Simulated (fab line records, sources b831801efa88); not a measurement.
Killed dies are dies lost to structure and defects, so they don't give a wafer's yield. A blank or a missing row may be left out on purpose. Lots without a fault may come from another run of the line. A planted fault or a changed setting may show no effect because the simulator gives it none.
fab line records | flow sky130
record lots=5 wafers=15 last_day=50
route steps=708 shown LDD_P@259 LDD_HVN@267 LDD_HVP@278
lots that met no fault: from a run of the same line without faults
start_h: hours from the record's first day to the start of the lot's first wafer shown | wait_h: hours since the lot's step before | " the same as in the row above | L1.1+2: a row that stands for several wafers | - no value, or no start given | * or withheld: withheld | < > ~ a bound
route shown NAME@n: a module of which the file shows steps, and the number in the route of the first | usual: mean/standard deviation of fault-free wafers | same: alike in all rows | chamber/n: place in a boat | sites: the reading at each site | _std_site: their standard deviation | _edge_site: outer sites' mean less inner sites' | radius_mm: how far each site lies from the wafer's centre | mask NAME#n: copy n | behind: the tool/chamber that last shaped the wafer | hold: why the lot was held/for how many hours/how that ended | device: the transistor (n, p or np) that didn't switch | end of line: the same wafers' tests at the end of the route | a step without rows: its recipe alone | killed: dies lost to structure and defects at the first sort, not the wafer's yield | map: a wafer's dies, x killed, . not, _ none there
set.NAME: the setting as run; set.NAME@STEP: as run at that earlier step | model.NAME: the simulator's own value behind a step, which no gauge read
lots at some steps of the route; a table a step, a row a wafer
services: from which hour (start_h, from the record's first day; less than 0 if before it) a tool's chamber was out of use, for how many hours, and why
## steps
# step SKY_LDD_P_EXPOSE_04
# recipe mask_id=PSDM na=0.6 source_shape=conventional sigma_outer=0.6 polarization=unpolarized target_cd_nm=380 dose_mj=138
# step SKY_LDD_P_PEB_05
# recipe temp_c=withheld time_s=* resist=NOVOLAK
# step SKY_LDD_P_DEVELOP_06
# recipe resist=NOVOLAK developer=TMAH develop_time_s=60 dev_temp_c=23
# step SKY_LDD_P_CD_MEAS_07
# recipe target_cd_nm=380
# usual cd_nm=380.1/2.9
# columns lot.wafer tool chamber start_h wait_h cd_nm
L297.4 cd_sem-02 - 430.93 0.1 385.0
L297.5 " - " " 382.1
L297.6 " - " " 383.4
L299.1 cd_sem-01 - 451.97 0.1 382.4
L299.2 " - " " 381.3
L299.3 " - " " 382.0
L310.2 cd_sem-01 - 550.75 0.2 381.6
L310.5 " - " " 379.6
L310.6 " - " " 380.5
L315.1 cd_sem-02 - 593.12 0.1 380.0
L315.4 " - " " 377.6
L315.5 " - " " 377.1
L318.3 cd_sem-02 - 610.26 0.1 381.2
L318.5 " - " " 381.2
L318.6 " - " " 380.3
# step SKY_LDD_P_OVL_MEAS_08
# usual LDD_P_OVL=-0.4/1.4
# columns lot.wafer tool chamber start_h wait_h LDD_P_OVL[nm]
L297.4 overlay-02 - 431.01 0.1 -0.3
L297.5 " - " " -0.3
L297.6 " - " " 0.3
L299.1 overlay-01 - 452.09 0.1 -1.1
L299.2 " - " " -0.3
L299.3 " - " " -2.5
L310.2 overlay-02 - 550.86 0.1 1.3
L310.5 " - " " 4.0
L310.6 " - " " 0.0
L315.1 overlay-01 - 593.24 0.1 0.1
L315.4 " - " " 2.1
L315.5 " - " " 1.6
L318.3 overlay-01 - 610.35 0.1 -0.9
L318.5 " - " " 0.4
L318.6 " - " " -0.7
# step SKY_LDD_P_IMPLANT_09
# recipe species=BF2 energy_kev=25 dose_cm2=1e+13 tilt_deg=withheld
# step SKY_LDD_P_STRIP_10
# recipe chemistry=O2/N2 power_w=1400 pressure_mtorr=1500 platen_temp_c=withheld o2_flow_sccm=3000 n2_flow_sccm=300 overash_fraction=0.5
# usual chamber_pressure_mTorr=1499.9/1.4 drypump_motor_current_A=5.7/0.48 oes_product_au=0.716/0.0043 strip_time_to_endpoint_s=14.18/0.033
# columns lot.wafer tool chamber start_h wait_h chamber_pressure_mTorr drypump_motor_current_A oes_product_au rf_hours_counter_h strip_time_to_endpoint_s
L297.4 plasma_asher-03 1 431.21 0.1 1499.1 6.1 0.718 - 14.15
L297.5 " 0 " " 1501.4 5.7 0.723 - 14.16
L297.6 " 1 " " 1501.3 6.1 0.720 - 14.14
L299.1 plasma_asher-01 0 452.27 0.1 1499.3 6.3 0.713 64 14.16
L299.2 " 1 " " 1499.6 5.6 0.714 64 14.17
L299.3 " 1 " " 1501.1 5.7 0.712 - 14.14
L310.2 plasma_asher-01 0 551.04 0.1 1502.0 6.3 0.711 74 14.28
L310.5 " 0 " " 1501.1 6.3 0.718 - 14.23
L310.6 " 1 " " 1499.7 5.6 0.714 - 14.20
L315.1 plasma_asher-02 1 593.42 0.1 1499.2 5.8 0.719 45 14.20
L315.4 " 1 " " 1498.1 5.8 0.715 - 14.21
L315.5 " 0 " " 1499.7 4.8 0.706 - 14.16
L318.3 plasma_asher-02 1 610.56 0.1 1499.9 5.8 0.715 - 14.19
L318.5 " 1 " " 1503.4 5.8 0.710 - 14.21
L318.6 " 0 " " 1499.2 4.8 0.717 - 14.19
# step SKY_LDD_P_TW_MEAS_11
# usual LDD_P_TW=641/5.1
# columns lot.wafer tool chamber start_h wait_h LDD_P_TW
L297.4 film_metro-04 - 431.30 0.1 641
L297.5 " - " " 643
L297.6 " - " " 641
L299.1 film_metro-04 - 452.37 0.1 633
L299.2 " - " " 640
L299.3 " - " " 633
L310.2 film_metro-04 - 551.15 0.1 638
L310.5 " - " " 636
L310.6 " - " " 639
L315.1 film_metro-01 - 593.52 0.1 633
L315.4 " - " " 634
L315.5 " - " " 635
L318.3 film_metro-02 - 610.64 0.1 646
L318.5 " - " " 643
L318.6 " - " " 646
# step SKY_LDD_HVN_DEHYDRATE_00
# recipe temp_c=200 time_s=60
# step SKY_LDD_HVN_HMDS_01
# recipe prime_time_s=60 prime_temp_c=120
# step SKY_LDD_HVN_COAT_02
# recipe resist=NOVOLAK spin_rpm=3000 resist_thk_nm=300
# step SKY_LDD_HVN_SOFTBAKE_03
# recipe temp_c=90 time_s=60 resist=NOVOLAK
# step SKY_LDD_HVN_EXPOSE_04
# recipe mask_id=HVNTM na=0.6 source_shape=conventional sigma_outer=0.6 polarization=unpolarized target_cd_nm=700 dose_mj=127
# columns lot.wafer tool chamber start_h wait_h mask
L297.4+5+6 iline_stepper-02 0 445.99 - HVNTM#0
L299.1+2+3 iline_stepper-01 0 468.61 - HVNTM#0
L310.2+5+6 iline_stepper-01 0 565.78 - PSDM#0
L315.1+4+5 iline_stepper-01 0 608.34 - HVNTM#0
L318.3+5+6 iline_stepper-02 0 625.15 - HVNTM#0
# step SKY_LDD_HVN_PEB_05
# recipe temp_c=withheld time_s=* resist=NOVOLAK
# step SKY_LDD_HVN_DEVELOP_06
# recipe resist=NOVOLAK developer=TMAH develop_time_s=60 dev_temp_c=23
# step SKY_LDD_HVN_OVL_MEAS_07
# usual LDD_HVN_OVL=1.2/1.3
# columns lot.wafer tool chamber start_h wait_h LDD_HVN_OVL[nm]
L297.4 overlay-02 - 461.58 0.1 -0.3
L297.5 " - " " -0.2
L297.6 " - " " 1.8
L299.1 overlay-01 - 483.59 0.1 0.7
L299.2 " - " " 0.8
L299.3 " - " " 0.9
L310.2 overlay-01 - 580.22 0.1 -
L310.5 " - " " -
L310.6 " - " " -
L315.1 overlay-02 - 622.66 0.1 -0.8
L315.4 " - " " 0.0
L315.5 " - " " 2.5
L318.3 overlay-01 - 639.27 0.1 2.4
L318.5 " - " " 1.6
L318.6 " - " " 2.1
# step SKY_LDD_HVN_IMPLANT_08
# recipe species=P energy_kev=60 dose_cm2=3e+13 tilt_deg=40
# step SKY_LDD_HVN_STRIP_09
# recipe chemistry=O2/N2 power_w=1400 pressure_mtorr=1500 platen_temp_c=withheld o2_flow_sccm=3000 n2_flow_sccm=300 overash_fraction=0.5
# usual chamber_pressure_mTorr=1500/5.8 drypump_motor_current_A=5.96/0.27 oes_product_au=0.408/0.0044 strip_time_to_endpoint_s=4.132/0.014
# columns lot.wafer tool chamber start_h wait_h chamber_pressure_mTorr drypump_motor_current_A oes_product_au rf_hours_counter_h strip_time_to_endpoint_s
L297.4 plasma_asher-01 1 461.78 0.1 1498 5.64 0.408 - 4.138
L297.5 " 0 " " 1500 6.29 0.413 - 4.141
L297.6 " 1 " " 1499 5.64 0.409 - 4.118
L299.1 plasma_asher-03 0 483.77 0.1 1500 5.66 0.405 83 4.125
L299.2 " 1 " " 1500 6.20 0.407 83 4.123
L299.3 " 0 " " 1500 5.65 0.404 - 4.122
L310.2 plasma_asher-04 1 580.40 0.1 1501 5.91 0.407 16 4.124
L310.5 " 0 " " 1499 6.00 0.412 - 4.121
L310.6 " 1 " " 1501 5.94 0.406 - 4.136
L315.1 plasma_asher-01 0 622.97 0.1 1499 6.28 0.410 81 4.139
L315.4 " 0 " " 1500 6.32 0.406 - 4.137
L315.5 " 0 " " 1500 6.31 0.403 - 4.131
L318.3 plasma_asher-01 0 639.48 0.1 1500 6.26 0.406 - 4.128
L318.5 " 0 " " 1501 6.29 0.408 - 4.117
L318.6 " 1 " " 1499 5.65 0.408 - 4.121
# step SKY_LDD_HVN_TW_MEAS_10
# usual LDD_HVN_TW=1436/9.4
# columns lot.wafer tool chamber start_h wait_h LDD_HVN_TW
L297.4 film_metro-03 - 461.88 0.1 1429
L297.5 " - " " 1427
L297.6 " - " " 1435
L299.1 film_metro-01 - 483.87 0.1 1413
L299.2 " - " " 1424
L299.3 " - " " 1420
L310.2 film_metro-04 - 580.51 0.1 30
L310.5 " - " " 30
L310.6 " - " " 30
L315.1 film_metro-04 - 623.07 0.1 1434
L315.4 " - " " 1443
L315.5 " - " " 1437
L318.3 film_metro-01 - 639.57 0.1 1432
L318.5 " - " " 1433
L318.6 " - " " 1434
# step SKY_LDD_HVP_DEHYDRATE_00
# recipe temp_c=200 time_s=60
## services
# columns tool chamber start_h hours kind
iline_stepper-01 - 407.35 - consumable_replace:lamp
iline_stepper-02 0 411.26 - calibration
plasma_asher-04 - 421.25 9.0 pm
plasma_asher-04 0 421.25 9.0 vent_cycle
plasma_asher-04 1 421.25 9.0 vent_cycle
plasma_asher-04 0 430.25 - clean
plasma_asher-04 1 430.25 - clean
iline_stepper-02 - 430.56 3.3 repair
plasma_asher-02 - 435.17 6.6 repair
iline_stepper-02 - 472.13 2.1 pm
iline_stepper-02 - 474.21 - consumable_replace:lamp
iline_stepper-02 - 474.80 8.0 repair
plasma_asher-03 - 506.05 20.6 repair
plasma_asher-01 - 510.88 2.8 pm
plasma_asher-02 - 541.10 0.4 repair
iline_stepper-01 - 567.79 0.7 repair
iline_stepper-01 - 576.33 1.7 pm
iline_stepper-01 0 576.44 - calibration
plasma_asher-03 - 590.43 0.4 repair
plasma_asher-01 - 594.59 0.4 repair
iline_stepper-02 - 605.57 1.7 pm
iline_stepper-02 0 632.33 - calibration
## key
first_sign step=SKY_LDD_HVN_EXPOSE_04 reading=mask direction=changed
effect step=SKY_LDD_HVN_OVL_MEAS_07 reading=LDD_HVN_OVL direction=missing
effect step=SKY_LDD_HVN_TW_MEAS_10 reading=LDD_HVN_TW direction=down sigmas=99+ usual=1436 struck=30
met_at SKY_LDD_HVN_EXPOSE_04
struck_wafers L310.2,L310.5,L310.6
rows_end L310.2,L310.5,L310.6
onset_between 468.61 565.78
fault kind=wrong_mask tool=any chamber=- onset_h=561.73 steps=SKY_LDD_HVN_EXPOSE_04 aux_copy=PSDM#0 scope=struck_lots_only
# rows_end: these wafers met a further fault down the route, and their rows from its step on are left out
